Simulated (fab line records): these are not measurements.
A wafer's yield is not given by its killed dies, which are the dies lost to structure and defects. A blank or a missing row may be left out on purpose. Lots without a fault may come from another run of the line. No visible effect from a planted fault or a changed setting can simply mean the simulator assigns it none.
A single fault, viewed from 2 desks | flow sfq line | every desk sees just its own numbers, and what lay behind them comes last

THE TOOL OWNER'S DESK: pvd sputter-03
The tool's own readings at SFQ_TRILAYER_JJ_TRILAYER_DEP_SPUTTER_112 (material Nb, target thk 170 nm, time 113.3 s): means of the sampled wafers that have a number, for each lot that ran on this tool. A lot is out of limits, marked OUT, if its mean lies more than 4 standard deviations from the usual mean; the brackets give that distance.
Columns: A = throttle valve pct at SFQ_TRILAYER_JJ_TRILAYER_DEP_SPUTTER_112, usual 29.8 %
lot  | first seen here | A
L804 | day 43 23:08    | 30.5
L805 | day 44 07:31    | 30.1
L808 | day 45 00:21    | 29.7
L817 | day 48 04:28    | 29.4
Result from this desk: across the 4 lots, nothing is out of limits.

METROLOGY DESK
Lot by lot, what the gauges showed, no matter which tool ran the lot: averages of those sampled wafers that carry a number. A lot is out of limits, marked OUT, if its mean lies more than 4 standard deviations from the usual mean; the brackets give that distance.
Columns: A = M4_OVL at SFQ_M4_OVL_MEAS_926, usual 0 nm; B = JJ_NB_RS at SFQ_JJ_RS_MEAS_929, usual 1.053 ohm/sq
lot  | first seen here | A   | B
L796 | day 35 08:04    | -6  | 1.057
L797 | day 35 16:28    | 7   | 1.050
L804 | day 38 15:55    | 6   | 1.037
L805 | day 38 21:55    | -10 | 1.300 (+16) OUT
L808 | day 39 15:55    | -3  | 1.403 (+23) OUT
L810 | day 40 01:31    | 2   | 1.055
L811 | day 40 17:01    | 3   | 1.055
L812 | day 41 02:36    | 1   | 1.058
L813 | day 41 06:12    | 7   | 1.055
L814 | day 41 14:36    | 0   | 1.042
L815 | day 42 03:49    | 8   | 1.047
L816 | day 42 12:12    | 7   | 1.054
L817 | day 42 14:36    | -8  | 1.031
L819 | day 43 00:13    | -3  | 1.053
Per this desk, out of limits: L805, L808; the first was L805, day 44 07:35 (JJ_NB_RS at SFQ_JJ_RS_MEAS_929). L796, L797, L804, L810, L811, L812, L813, L814, L815, L816, L817, L819 stayed within limits.

TAKEN TOGETHER
L805, L808 would have let the metrology desk raise an alarm at day 44 07:35.
Nothing out of limits was seen by the tool owner's desk.
The tool owner's desk has L805, L808 on record, within its limits.
The lots listed all ran SFQ_TRILAYER_JJ_TRILAYER_DEP_SPUTTER_112 on pvd sputter-03.

WHAT THE SIMULATOR HAD INSERTED
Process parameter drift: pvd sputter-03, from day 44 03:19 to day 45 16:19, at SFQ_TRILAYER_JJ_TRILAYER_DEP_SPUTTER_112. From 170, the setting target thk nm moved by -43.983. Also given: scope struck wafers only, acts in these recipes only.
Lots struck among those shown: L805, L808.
Time in hours between the start of the fault and the first out-of-limits reading at each desk: metrology desk, 4.
